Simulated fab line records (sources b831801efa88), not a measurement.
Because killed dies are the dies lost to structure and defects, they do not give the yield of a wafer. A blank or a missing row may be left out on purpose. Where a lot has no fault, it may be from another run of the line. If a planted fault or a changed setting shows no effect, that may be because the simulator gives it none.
What tool caused it? / flow gf180mcu / 14 lots with 42 wafers sampled at 6 steps, on a route of 602 steps

== WHAT THE GAUGES SHOWED, per wafer ==
GF_STI_THK_MEAS_02.
lot=L783; measured=day 1 12:16; on=filmMetro-02; STI_OXIDATION_THK (nm)=9.81 9.81 9.85
lot=L784; measured=day 1 16:32; on=filmMetro-01; STI_OXIDATION_THK (nm)=10.23 10.21 10.14
lot=L785; measured=day 1 21:31; on=filmMetro-02; STI_OXIDATION_THK (nm)=9.55 9.59 9.77
lot=L786; measured=day 2 02:31; on=filmMetro-02; STI_OXIDATION_THK (nm)=9.89 10.07 10.01
lot=L787; measured=day 2 07:31; on=filmMetro-02; STI_OXIDATION_THK (nm)=9.95 9.96 10.07
lot=L788; measured=day 2 13:05; on=filmMetro-01; STI_OXIDATION_THK (nm)=10.03 9.89 10.06
lot=L789; measured=day 2 17:31; on=filmMetro-04; STI_OXIDATION_THK (nm)=10.29 10.27 10.09
lot=L790; measured=day 2 22:32; on=filmMetro-04; STI_OXIDATION_THK (nm)=9.48 9.70 9.77
lot=L791; measured=day 3 04:24; on=filmMetro-04; STI_OXIDATION_THK (nm)=9.96 10.03 9.92
lot=L792; measured=day 3 08:31; on=filmMetro-02; STI_OXIDATION_THK (nm)=9.49 9.57 9.50
lot=L793; measured=day 3 15:19; on=filmMetro-02; STI_OXIDATION_THK (nm)=10.35 9.85 10.14
lot=L794; measured=day 3 18:31; on=filmMetro-02; STI_OXIDATION_THK (nm)=9.97 10.11 9.90
lot=L795; measured=day 3 23:31; on=filmMetro-02; STI_OXIDATION_THK (nm)=10.06 10.04 9.95
lot=L796; measured=day 4 04:31; on=filmMetro-01; STI_OXIDATION_THK (nm)=9.65 9.87 9.69

GF_LVPWELL_TW_MEAS_11.
lot=L783; measured=day 3 19:33; on=filmMetro-04; LVPWELL_TW=569 569 571
lot=L784; measured=day 4 01:25; on=filmMetro-01; LVPWELL_TW=562 566 565
lot=L785; measured=day 4 08:43; on=filmMetro-04; LVPWELL_TW=574 576 576
lot=L786; measured=day 4 13:40; on=filmMetro-03; LVPWELL_TW=569 571 575
lot=L787; measured=day 4 17:46; on=filmMetro-03; LVPWELL_TW=571 570 572
lot=L788; measured=day 5 01:38; on=filmMetro-01; LVPWELL_TW=567 566 564
lot=L789; measured=day 5 07:03; on=filmMetro-03; LVPWELL_TW=565 563 567
lot=L790; measured=day 5 13:55; on=filmMetro-04; LVPWELL_TW=574 575 577
lot=L791; measured=day 5 21:27; on=filmMetro-01; LVPWELL_TW=565 568 564
lot=L792; measured=day 6 00:31; on=filmMetro-04; LVPWELL_TW=575 575 579
lot=L793; measured=day 6 08:43; on=filmMetro-03; LVPWELL_TW=1338 1334 1337
lot=L794; measured=day 6 11:34; on=filmMetro-01; LVPWELL_TW=1313 1307 1315
lot=L795; measured=day 6 17:46; on=filmMetro-03; LVPWELL_TW=1326 1339 1339
lot=L796; measured=day 6 21:33; on=filmMetro-01; LVPWELL_TW=1309 1323 1317

GF_VT_IMPLANT_RS_MEAS_48: the measuring method here is four-point-probe.
lot=L783; measured=day 7 10:34; on=filmMetro-04; LVPWELL_RS (ohm/sq)=1193.6 1194.5 1195.3
lot=L784; measured=day 7 17:19; on=filmMetro-01; LVPWELL_RS (ohm/sq)=1193.3 1193.1 1195.0
lot=L785; measured=day 8 02:51; on=filmMetro-01; LVPWELL_RS (ohm/sq)=1198.4 1200.7 1198.7
lot=L786; measured=day 8 07:19; on=filmMetro-04; LVPWELL_RS (ohm/sq)=1196.7 1195.7 1197.3
lot=L787; measured=day 8 14:12; on=filmMetro-01; LVPWELL_RS (ohm/sq)=1197.1 1201.7 1200.9
lot=L788; measured=day 8 22:43; on=filmMetro-01; LVPWELL_RS (ohm/sq)=1191.8 1194.9 1191.9
lot=L789; measured=day 9 06:55; on=filmMetro-01; LVPWELL_RS (ohm/sq)=1196.0 1195.4 1196.4
lot=L790; measured=day 9 14:04; on=filmMetro-04; LVPWELL_RS (ohm/sq)=1197.1 1192.3 1196.4
lot=L791; measured=day 10 00:21; on=filmMetro-04; LVPWELL_RS (ohm/sq)=1194.1 1195.9 1198.7
lot=L792; measured=day 10 02:16; on=filmMetro-04; LVPWELL_RS (ohm/sq)=1195.4 1194.0 1196.6
lot=L793; measured=day 10 12:34; on=filmMetro-03; LVPWELL_RS (ohm/sq)=- - -
lot=L794; measured=day 10 17:05; on=filmMetro-03; LVPWELL_RS (ohm/sq)=- - -
lot=L795; measured=day 10 23:06; on=filmMetro-04; LVPWELL_RS (ohm/sq)=- - -
lot=L796; measured=day 11 05:39; on=filmMetro-01; LVPWELL_RS (ohm/sq)=- - -

GF_DUAL_GATE_THK_MEAS_03.
lot=L783; measured=day 7 12:30; on=filmMetro-04; DUAL_GATE_OXIDATION_00_THK (nm)=11.27 11.12 10.95
lot=L784; measured=day 7 19:19; on=filmMetro-02; DUAL_GATE_OXIDATION_00_THK (nm)=10.81 11.02 10.87
lot=L785; measured=day 8 04:43; on=filmMetro-01; DUAL_GATE_OXIDATION_00_THK (nm)=10.99 11.01 10.96
lot=L786; measured=day 8 09:35; on=filmMetro-01; DUAL_GATE_OXIDATION_00_THK (nm)=10.91 11.16 11.05
lot=L787; measured=day 8 16:04; on=filmMetro-04; DUAL_GATE_OXIDATION_00_THK (nm)=11.26 11.18 11.27
lot=L788; measured=day 9 00:56; on=filmMetro-01; DUAL_GATE_OXIDATION_00_THK (nm)=10.81 10.59 10.68
lot=L789; measured=day 9 08:47; on=filmMetro-01; DUAL_GATE_OXIDATION_00_THK (nm)=11.14 10.99 11.15
lot=L790; measured=day 9 15:58; on=filmMetro-01; DUAL_GATE_OXIDATION_00_THK (nm)=10.33 10.63 10.55
lot=L791; measured=day 10 02:14; on=filmMetro-01; DUAL_GATE_OXIDATION_00_THK (nm)=10.69 10.54 10.52
lot=L792; measured=day 10 04:48; on=filmMetro-02; DUAL_GATE_OXIDATION_00_THK (nm)=11.03 10.75 10.75
lot=L793; measured=day 10 14:26; on=filmMetro-04; DUAL_GATE_OXIDATION_00_THK (nm)=10.50 10.45 10.38
lot=L794; measured=day 10 18:58; on=filmMetro-01; DUAL_GATE_OXIDATION_00_THK (nm)=10.26 10.11 10.19
lot=L795; measured=day 11 00:58; on=filmMetro-02; DUAL_GATE_OXIDATION_00_THK (nm)=10.67 10.61 10.59
lot=L796; measured=day 11 07:58; on=filmMetro-01; DUAL_GATE_OXIDATION_00_THK (nm)=10.76 10.60 10.69

== EACH LOT AND THE TOOL THAT RAN IT (in order: tool; ch and the chambers of the sampled wafers; start) ==
lot=L783; GF_LVPWELL_IMPLANT_08=implanter-04 ch 0, day 3 19:09; GF_VT_IMPLANT_STRIP_42=plasmaAsher-04 ch 0,1, day 7 09:58
lot=L784; GF_LVPWELL_IMPLANT_08=implanter-02 ch 0, day 4 01:04; GF_VT_IMPLANT_STRIP_42=plasmaAsher-04 ch 0,1, day 7 16:44
lot=L785; GF_LVPWELL_IMPLANT_08=implanter-03 ch 0, day 4 08:19; GF_VT_IMPLANT_STRIP_42=plasmaAsher-01 ch 0,1, day 8 02:18
lot=L786; GF_LVPWELL_IMPLANT_08=implanter-02 ch 0, day 4 13:16; GF_VT_IMPLANT_STRIP_42=plasmaAsher-04 ch 0,1, day 8 06:46
lot=L787; GF_LVPWELL_IMPLANT_08=implanter-04 ch 0, day 4 17:22; GF_VT_IMPLANT_STRIP_42=plasmaAsher-01 ch 0,1, day 8 13:39
lot=L788; GF_LVPWELL_IMPLANT_08=implanter-03 ch 0, day 5 01:14; GF_VT_IMPLANT_STRIP_42=plasmaAsher-01 ch 0,1, day 8 22:09
lot=L789; GF_LVPWELL_IMPLANT_08=implanter-03 ch 0, day 5 06:39; GF_VT_IMPLANT_STRIP_42=plasmaAsher-02 ch 0,1, day 9 06:22
lot=L790; GF_LVPWELL_IMPLANT_08=implanter-03 ch 0, day 5 13:31; GF_VT_IMPLANT_STRIP_42=plasmaAsher-04 ch 0,1, day 9 13:30
lot=L791; GF_LVPWELL_IMPLANT_08=implanter-03 ch 0, day 5 21:03; GF_VT_IMPLANT_STRIP_42=plasmaAsher-01 ch 0,1, day 9 23:48
lot=L792; GF_LVPWELL_IMPLANT_08=implanter-04 ch 0, day 6 00:07; GF_VT_IMPLANT_STRIP_42=plasmaAsher-04 ch 0,1, day 10 01:43
lot=L793; GF_LVPWELL_IMPLANT_08=implanter-03 ch 0, day 6 08:19; GF_VT_IMPLANT_STRIP_42=plasmaAsher-01 ch 0,1, day 10 12:01
lot=L794; GF_LVPWELL_IMPLANT_08=implanter-03 ch 0, day 6 11:10; GF_VT_IMPLANT_STRIP_42=plasmaAsher-02 ch 0,1, day 10 16:30
lot=L795; GF_LVPWELL_IMPLANT_08=implanter-02 ch 0, day 6 17:22; GF_VT_IMPLANT_STRIP_42=plasmaAsher-02 ch 0,1, day 10 22:33
lot=L796; GF_LVPWELL_IMPLANT_08=implanter-02 ch 0, day 6 21:09; GF_VT_IMPLANT_STRIP_42=plasmaAsher-01 ch 0,1, day 11 05:06
- GF_LVPWELL_IMPLANT_08
- GF_VT_IMPLANT_STRIP_42: strips in O2/N2.

== AS READ BY THE TOOLS THEMSELVES (means over the sampled wafers that have a number; for cases with no such wafer, the mark the record gives instead) ==
GF_LVPWELL_IMPLANT_08.
lot=L783; tool=implanter-04; tiltDeg (degrees)=0.005
lot=L784; tool=implanter-02; tiltDeg (degrees)=-0.012
lot=L785; tool=implanter-03; tiltDeg (degrees)=-0.013
lot=L786; tool=implanter-02; tiltDeg (degrees)=0.013
lot=L787; tool=implanter-04; tiltDeg (degrees)=0.009
lot=L788; tool=implanter-03; tiltDeg (degrees)=0.011
lot=L789; tool=implanter-03; tiltDeg (degrees)=-0.007
lot=L790; tool=implanter-03; tiltDeg (degrees)=0.011
lot=L791; tool=implanter-03; tiltDeg (degrees)=0.037
lot=L792; tool=implanter-04; tiltDeg (degrees)=-0.010
lot=L793; tool=implanter-03; tiltDeg (degrees)=-0.007
lot=L794; tool=implanter-03; tiltDeg (degrees)=-0.016
lot=L795; tool=implanter-02; tiltDeg (degrees)=0.011
lot=L796; tool=implanter-02; tiltDeg (degrees)=-0.005

GF_VT_IMPLANT_STRIP_42.
lot=L783; tool=plasmaAsher-04; drypumpMotorCurrentA (A)=6.1; heaterPowerW (W)=317; oesProductAu (a.u.)=0.714; platenTempC (C)=250.02; stripTimeToEndpointS (s)=12.62
lot=L784; tool=plasmaAsher-04; drypumpMotorCurrentA (A)=6.1; heaterPowerW (W)=316; oesProductAu (a.u.)=0.719; platenTempC (C)=249.96; stripTimeToEndpointS (s)=12.66
lot=L785; tool=plasmaAsher-01; drypumpMotorCurrentA (A)=5.7; heaterPowerW (W)=345; oesProductAu (a.u.)=0.716; platenTempC (C)=249.95; stripTimeToEndpointS (s)=12.67
lot=L786; tool=plasmaAsher-04; drypumpMotorCurrentA (A)=6.1; heaterPowerW (W)=322; oesProductAu (a.u.)=0.719; platenTempC (C)=250.04; stripTimeToEndpointS (s)=12.61
lot=L787; tool=plasmaAsher-01; drypumpMotorCurrentA (A)=5.7; heaterPowerW (W)=344; oesProductAu (a.u.)=0.716; platenTempC (C)=250.12; stripTimeToEndpointS (s)=12.68
lot=L788; tool=plasmaAsher-01; drypumpMotorCurrentA (A)=5.7; heaterPowerW (W)=350; oesProductAu (a.u.)=0.711; platenTempC (C)=250.01; stripTimeToEndpointS (s)=12.62
lot=L789; tool=plasmaAsher-02; drypumpMotorCurrentA (A)=6.3; heaterPowerW (W)=377; oesProductAu (a.u.)=0.717; platenTempC (C)=250.04; stripTimeToEndpointS (s)=12.69
lot=L790; tool=plasmaAsher-04; drypumpMotorCurrentA (A)=6.1; heaterPowerW (W)=317; oesProductAu (a.u.)=0.719; platenTempC (C)=250.15; stripTimeToEndpointS (s)=12.63
lot=L791; tool=plasmaAsher-01; drypumpMotorCurrentA (A)=5.7; heaterPowerW (W)=342; oesProductAu (a.u.)=0.713; platenTempC (C)=249.84; stripTimeToEndpointS (s)=12.71
lot=L792; tool=plasmaAsher-04; drypumpMotorCurrentA (A)=6.1; heaterPowerW (W)=322; oesProductAu (a.u.)=0.718; platenTempC (C)=250.03; stripTimeToEndpointS (s)=12.60
lot=L793; tool=plasmaAsher-01; drypumpMotorCurrentA (A)=6.0; heaterPowerW (W)=350; oesProductAu (a.u.)=0.716; platenTempC (C)=249.99; stripTimeToEndpointS (s)=12.66
lot=L794; tool=plasmaAsher-02; drypumpMotorCurrentA (A)=6.2; heaterPowerW (W)=378; oesProductAu (a.u.)=0.716; platenTempC (C)=249.93; stripTimeToEndpointS (s)=12.64
lot=L795; tool=plasmaAsher-02; drypumpMotorCurrentA (A)=6.3; heaterPowerW (W)=374; oesProductAu (a.u.)=0.715; platenTempC (C)=250.00; stripTimeToEndpointS (s)=12.65
lot=L796; tool=plasmaAsher-01; drypumpMotorCurrentA (A)=5.7; heaterPowerW (W)=347; oesProductAu (a.u.)=0.717; platenTempC (C)=250.14; stripTimeToEndpointS (s)=12.57

== THE ANSWER, worked out from the rows above alone ==
Rule: usual is defined by the lots themselves. Put in order of their means at a reading, lots are off if they are a third of the lots or fewer, leave a main group of 4 or more, and stand apart from it by a gap of 3 or more times the standard deviation of the main group's means; of several such gaps the widest counts. Not used: any main group whose means are identical at the precision the tables above print for the reading. A lot without any number at a reading at which 4 lots or more have one is off too. Where the step has rows for the other lots, those lots are counted as sound. Order of review: gauges by route order, followed by the tools' own readings, for which a lot's mean as printed above is used. The first step at which some lot is off is used, and at that step the reading that is off furthest; a lot without a number counts as furthest.
Off: L793, L794, L795, L796, at GF_LVPWELL_TW_MEAS_11 (LVPWELL_TW). For the main group the mean is 570 and the standard deviation 4.4.
If a tool, at a process step before that reading, ran all the lots that are off and no sound lot after the first of them, it fits. Gauges at GF_LVPWELL_TW_MEAS_11: tried the same way as those tools. None of those tried fits.

== WHAT THE SIMULATOR HAD INSERTED ==
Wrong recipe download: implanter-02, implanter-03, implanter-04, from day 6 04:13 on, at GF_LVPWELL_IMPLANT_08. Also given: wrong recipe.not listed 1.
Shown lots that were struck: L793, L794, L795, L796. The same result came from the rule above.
